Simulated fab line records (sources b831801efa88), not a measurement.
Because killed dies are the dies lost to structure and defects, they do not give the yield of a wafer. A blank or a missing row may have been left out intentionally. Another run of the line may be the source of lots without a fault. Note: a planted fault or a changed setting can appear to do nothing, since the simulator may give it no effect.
Code-filled problem report in 8D (eight disciplines) form    flow sky130    the parts of the form that need people (team, actions taken, sign-off) are left out

1. PROBLEM STATEMENT
Mean of doseIonsCm2 at SKY_NWELL_IMPLANT_12: 1.4091e+12 across 9 wafers in 3 lots; on wafers with no fault it is 1.2999e+12 (standard deviation 1.3e+09). Measured from the usual mean, that is +84 standard deviations.
Seen first at day 6 21:00 on implanter-04, wafer L169.1. The record holds 39 wafers of 13 lots with a number at this step. Rule for "out", or "out of limits": more than 4 standard deviations from the usual mean. The other wafers with a number count as sound.

2. WHAT IT IS AND WHAT IT IS NOT
question                     is                      is not
which readings at this step  doseIonsCm2             -
which lots                   L169, L171, L173        L161, L163, L164, L165, L167, L168, L178, L180, L182, L184
which wafers of those lots   all that have a number  -
read on which tools          implanter-04            implanter-01, implanter-02
when                         from day 6 21:00        up to then (18 sound wafers); but 12 sound wafers of L178, L180, L182, L184 came after

3. SUSPECTS, AND WHAT RULES EACH OUT
Counting: any tool at a process step up to the reading is kept as a suspect provided that every lot that is out went through it and no sound lot did after the first of them.
- implanter-04 at SKY_NWELL_IMPLANT_12: ruled out as a lasting fault. After its first lot that is out, L169 (day 6 21:00), sound lots L182, L184 ran on it.
Left after counting: nothing in the record.

4. THE CAUSE (what the simulator had put in)
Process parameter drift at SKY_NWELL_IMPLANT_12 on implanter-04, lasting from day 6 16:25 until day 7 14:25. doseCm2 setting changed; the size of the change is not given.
Counting ruled it out, wrongly.

5. THE CHAIN OF EFFECTS, in route order
One row per reading whose mean, taken over the struck wafers that have a number, lies over 3 standard deviations from the usual. Only readings whose record carries a usual standard deviation are examined. hours: median over the lots of the time between each lot's start at the first step of this table that gives one and its start at this step. sigmas: the change, counted in usual standard deviations.
hours  step                  reading           usual       on struck wafers  change       sigmas
0      SKY_NWELL_IMPLANT_12  doseIonsCm2       1.2999e+12  1.4091e+12        +1.0917e+11  +84
0      SKY_NWELL_IMPLANT_12  faradayCurrentUA  7.30        7.93              +0.63        +4.8
The process steps in it:
- SKY_NWELL_IMPLANT_12
Later steps that measure or inspect, where all struck wafers having a row at the step show a number for every such reading and not one has moved that far: SKY_SONOS_ONO_THK_MEAS_05, SKY_LDD_HVP_OVL_MEAS_07.

6. HOW IT WOULD HAVE BEEN CAUGHT EARLIER
In this record no reading fell out of limits until day 6 21:00, 5 hours after the fault had begun at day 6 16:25.
